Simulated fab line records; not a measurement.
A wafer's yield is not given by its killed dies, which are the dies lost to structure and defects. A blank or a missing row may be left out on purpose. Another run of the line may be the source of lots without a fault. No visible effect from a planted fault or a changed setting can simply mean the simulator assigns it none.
Comparing a struck lot with a sound one    flow sky130    17 steps out of a route of 708
Sound: these wafers, L944.1, L944.3, L944.6. Wafers L940.1, L940.5, L940.6 were the ones struck. The cause is named last.
Order at every step that has rows: each side's tool, ch and its chambers, its first start. Under that, the readings that differ: sound wafers    struck wafers    difference of the means    sigmas: that difference in standard deviations of wafers without a fault.
alike: readings with means less than 2 such deviations apart, plus words and numbers identical on both sides. not compared: withheld readings, readings lacking a value on some wafer, bounds such as >300 that could conceal the same value, and numbers that have no deviation in the record and whose values overlap.
Wherever a step has rows on one side only, a row that says differs or no value, or a row with sigmas, the two part there. Non-overlapping numbers with no deviation appear without sigmas and do not part them. A reading missing from all wafers of one side parts the sides only when that side holds two or more wafers.

SKY_CONTACT_CMP_04: polishes SiO2.
  sound on cmp-01 ch 0,1, day 36 08:53; struck on cmp-02 ch 2,3, day 34 21:10
  alike: motor current A, time to endpoint s
SKY_CONTACT_BOW_MEAS_05:
  sound on film metro-04, day 36 09:11; struck on film metro-01, day 34 21:28
  alike: CONTACT_BOW
then, 8 steps without rows for these wafers: SKY_CONTACT_DEHYDRATE_06 (time 60 s); SKY_CONTACT_HMDS_07 (prime time 60 s); SKY_CONTACT_COAT_08 (resist thk 60 nm); SKY_CONTACT_COAT_09 (resist thk 450 nm); SKY_CONTACT_SOFTBAKE_10 (time 90 s); SKY_CONTACT_EXPOSE_11 (exposes mask CTM1, target cd 170 nm); SKY_CONTACT_PEB_12; SKY_CONTACT_DEVELOP_13 (develop time 60 s).
SKY_CONTACT_CD_MEAS_14: target cd 170 nm.
  sound on cd sem-02, day 37 11:26; struck on cd sem-02, day 35 23:34
  alike: cd nm
SKY_CONTACT_OVL_MEAS_15:
  sound on overlay-02, day 37 11:33; struck on overlay-01, day 35 23:41
  alike: CONTACT_OVL
SKY_CONTACT_ETCH_16: etches BARC in N2/H2, stops on SiO2, time 45.9 s, target depth 60 nm.
  sound on rie diel-03 ch 0,1,2, day 37 11:35; struck on rie diel-02 ch 0,1, day 35 23:44
reading                                         sound              struck             difference  sigmas
rf fwd power W (W)                              495.5 493.9 497.8  573.4 577.7 576.6  +80.2       +38
model.KrF-thick_of_CONTACT_COAT_09.thk nm (nm)  391.5 393.6 393    390 389.6 387.4    -4          
  alike: drypump motor current A, oes product au, throttle valve pct
  not compared: rf hours counter h
SKY_CONTACT_ETCH_17: etches SiO2 in C4F8/O2/Ar, stops on Si3N4, target depth 340 nm.
  sound on rie diel-03 ch 0,1,2, day 37 11:38; struck on rie diel-02 ch 0,1, day 35 23:46
  alike: oes product au, rf fwd power W
SKY_CONTACT_ETCH_18: etches Si3N4 in CHF3/O2, stops on TiN, time 39 s, target depth 75 nm.
  sound: rie diel-03 ch 0,1,2; struck: rie diel-02 ch 0,1
  alike: drypump motor current A, oes product au, rf fwd power W, throttle valve pct
  not compared: rf hours counter h, model.KrF-thick_of_CONTACT_COAT_09.thk nm
SKY_CONTACT_STRIP_19: strips in O2/N2.
  sound on plasma asher-02 ch 0,1, day 37 11:43; struck on plasma asher-04 ch 0,1, day 35 23:52
  alike: drypump motor current A, oes product au, strip time to endpoint s
  not compared: rf hours counter h
-- the record jumps here: 13 days lie between the struck wafers' starts before and after (it left off in module CONTACT and takes up again in module PAD_OPEN, whose first step shown is number 708 of the route) --
SKY_PAD_OPEN_PROBE_99:
  sound on prober-02, day 50 00:50; struck on prober-02, day 49 01:35
  alike: killed_at_M0_to_M3, killed_at_M4_up, killed at contacts, killed at front end, killed at other, killed dies, killed open, killed short

== WHERE THEY PART ==
Within this record, at SKY_CONTACT_ETCH_16 only. Later steps at which nothing parts them and some readings are alike: SKY_CONTACT_ETCH_17, SKY_CONTACT_ETCH_18, SKY_CONTACT_STRIP_19, SKY_PAD_OPEN_PROBE_99.

WHY: what had been put in by the simulator
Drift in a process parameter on rie diel-02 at SKY_CONTACT_ETCH_16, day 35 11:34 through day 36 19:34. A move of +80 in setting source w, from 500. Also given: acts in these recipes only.
